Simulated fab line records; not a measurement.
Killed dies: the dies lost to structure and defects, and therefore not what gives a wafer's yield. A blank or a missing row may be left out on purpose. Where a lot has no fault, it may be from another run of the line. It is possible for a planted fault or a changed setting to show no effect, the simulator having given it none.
2 desks looking at one fault / flow sky130 / what lay behind the numbers comes last; until then each desk has only its own

== FOR THE TOOL OWNER'S DESK: pvd_sputter-01 ==
The tool's own readings at SKY_METAL4_SPUTTER_03 (material Ti, target thk 5 nm, time 3.3 s): means of the sampled wafers that have a number, for each lot that ran on this tool. Any lot whose mean is over 4 standard deviations away from the usual mean is out of limits and marked OUT; that distance is given in the brackets.
Columns: A = throttle_valve_pct at SKY_METAL4_SPUTTER_03, usual 30.4 %
lot=L538; first seen here=day 42 09:08; A=30.4
lot=L541; first seen here=day 43 00:41; A=31.3
lot=L542; first seen here=day 43 04:02; A=30.5
lot=L551; first seen here=day 46 15:52; A=31.3
Result from this desk: across the 4 lots, nothing is out of limits.

== THE METROLOGY DESK ==
Lot by lot, what the gauges showed, no matter which tool ran the lot: averages of those sampled wafers that carry a number. Any lot whose mean is over 4 standard deviations away from the usual mean is out of limits and marked OUT; that distance is given in the brackets.
Columns: A = VIA3_W_RS at SKY_VIA3_RS_MEAS_22, usual 0.296 ohm/sq; B = VIA3_W_THK at SKY_VIA3_THK_MEAS_23, usual 383 nm
lot=L531; first seen here=day 39 21:44; A=0.296; B=391
lot=L538; first seen here=day 42 08:37; A=0.295; B=383
lot=L541; first seen here=day 43 00:07; A=0.292; B=387
lot=L542; first seen here=day 43 03:29; A=0.298; B=376
lot=L546; first seen here=day 44 08:10; A=0.297; B=380
lot=L552; first seen here=day 46 08:36; A=0.300; B=379
lot=L551; first seen here=day 46 14:56; A=0.294; B=390
Result from this desk: across the 7 lots, nothing is out of limits.

== TAKEN TOGETHER ==
The desk of the tool owner found nothing out of limits.
From the metrology desk's view, nothing was out of limits.

== WHAT THE SIMULATOR HAD INSERTED ==
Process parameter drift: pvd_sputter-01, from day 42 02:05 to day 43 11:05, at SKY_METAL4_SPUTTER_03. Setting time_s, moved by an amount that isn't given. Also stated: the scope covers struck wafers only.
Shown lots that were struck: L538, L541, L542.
